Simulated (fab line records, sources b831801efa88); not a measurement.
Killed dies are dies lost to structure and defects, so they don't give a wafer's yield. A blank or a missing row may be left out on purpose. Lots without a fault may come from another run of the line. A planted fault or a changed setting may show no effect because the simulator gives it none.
Chamber matching | flow sfq_line | SFQ_TRILAYER_I2_CMP_CMP_064 on cmp-01: 3 sister chambers
The step polishes SiO2. 14 wafers are shown with their chamber, then 2 later ones without.

WAFERS WITH THEIR CHAMBER
wafer  | chamber | motor_current_A (A) | time_to_endpoint_s (s)
L470.3 | 3       | 8.4                 | 217
L470.2 | 2       | 11.6                | 214
L470.5 | 3       | 8.9                 | 224
L472.2 | 3       | 8.7                 | 214
L472.5 | 1       | 9.3                 | 220
L472.6 | 2       | 12.2                | 222
L476.5 | 1       | 9.6                 | 224
L476.6 | 2       | 12.3                | 228
L485.1 | 2       | 11.5                | 218
L485.2 | 3       | 8.7                 | 215
L485.6 | 2       | 12.2                | 216
L487.2 | 2       | 12.4                | 222
L487.4 | 3       | 8.5                 | 220
L487.5 | 2       | 11.5                | 223

SIGNATURES (means of the wafers above)
reading            | chamber 1 | chamber 2 | chamber 3 | scatter within a chamber
motor_current_A    | 9.450     | 11.957    | 8.640     | 0.327
time_to_endpoint_s | 222.00    | 220.43    | 218.00    | 4.37
Rule: a wafer's distance from a chamber is the root of the sum, over the readings, of the square of ((its reading less the chamber's mean) divided by the reading's scatter). The wafer belongs to the nearest chamber; if the next one is less than 2 further off, it can't be placed. The scatter: the root of (the sum of the squares of (reading less its chamber's mean) over the shown wafers, divided by (wafers less chambers)).

WAFERS WITHOUT THEIR CHAMBER
wafer  | motor_current_A (A) | time_to_endpoint_s (s)
L488.1 | 12.8                | 225
L492.1 | 9.1                 | 206

WHICH CHAMBER EACH WENT THROUGH
wafer  | from the rows above     | in truth
L488.1 | 2                       | 2
L492.1 | can't be placed: 3 or 1 | 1
Placed correctly: 1 of 2. Can't be placed from these rows: 1 (the true chamber is among the candidates in 1). Placed wrongly: 0.
